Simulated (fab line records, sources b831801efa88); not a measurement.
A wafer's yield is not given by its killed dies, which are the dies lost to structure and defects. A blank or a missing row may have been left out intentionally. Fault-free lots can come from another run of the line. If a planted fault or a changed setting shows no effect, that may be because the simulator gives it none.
Code-filled problem report in 8D (eight disciplines) form -- flow gf180mcu -- the parts of the form that need people (team, actions taken, sign-off) are left out

1. PROBLEM STATEMENT
GF_V3_CMP_04, time to endpoint s: mean 55 s over 1 wafer from 1 lot; wafers with no fault: 80 s, standard deviation 4.6. That puts it -5.4 standard deviations away from the usual mean.
The step: polishes SiO2.
The first sign was on wafer L190.4 at day 27 04:56, on cmp-01. The record has a number at this step for 32 wafers belonging to 11 lots. By rule, "out" or "out of limits" means more than 4 standard deviations away from the usual mean. The rest of the wafers with a number are treated as sound.

2. WHAT THIS IS AND IS NOT
question,is,is not
which readings at this step,time to endpoint s,"motor current A, slurry filter dp kPa"
which lots,L190,"L177, L178, L179, L182, L184, L185, L186, L187, L192, L195"
which wafers of those lots,L190.4,"L190.2, L190.6"
read on which tools,cmp-01,cmp-02
when,from day 27 04:56,"up to then (26 sound wafers); but 5 sound wafers of L192, L195 came after"

3. WHAT RULES OUT EACH SUSPECT
Counting: if a tool at a process step up to the reading ran every lot that is out, it stays a suspect. Sound lots after the first of them don't rule it out here, since some wafers of a struck lot are sound.
- cmp-01 at GF_V3_CMP_04 (polishes SiO2): kept. It processed L190, the lot that is out, at day 27 04:56, and its most recent sound lot before then was L187 at day 26 06:16. On those wafers its own readings are out: time to endpoint s.
- Within cmp-01 at GF_V3_CMP_04, the wafers that are out were processed in chamber 1 and their sound lot-mates in chamber 0.
The count leaves cmp-01 at GF_V3_CMP_04.

4. THE CAUSE (what the simulator had put in)
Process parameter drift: cmp-01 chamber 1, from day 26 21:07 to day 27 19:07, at GF_V3_CMP_04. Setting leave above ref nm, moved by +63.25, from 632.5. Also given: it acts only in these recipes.
After counting, this tool was the only one left.

5. THE EFFECT CHAIN, in route order
Each row: a reading where the mean over the struck wafers with a number is more than 3 standard deviations away from the usual. Scope: only readings with a usual standard deviation given in the record; hours: median across lots of the time from each lot's start at the first step in this table that gives one to its start at this step; sigmas: change in usual standard deviations.
hours,step,reading,usual,on struck wafers,change,sigmas
0,GF_V3_CMP_04,time to endpoint s,80 s,55,-25,-5.4
-,GF_V3_ETCH_17,oes product au,0.855 a.u.,0.908,+0.053,+12
It contains these process steps:
- GF_V3_CMP_04: polishes SiO2.
- GF_V3_ETCH_17: etches SiO2 in C4F8/O2/Ar, stops on TiN, target depth 635 nm.
Later steps that measure or inspect, where all struck wafers having a row at the step show a number for every such reading and not one has moved that far: GF_V3_BOW_MEAS_05, GF_M4_THK_MEAS_06.

6. WHAT WOULD HAVE CAUGHT IT SOONER
The fault began at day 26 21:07; the first out-of-limits reading in this record came at day 27 04:56, 8 hours later.
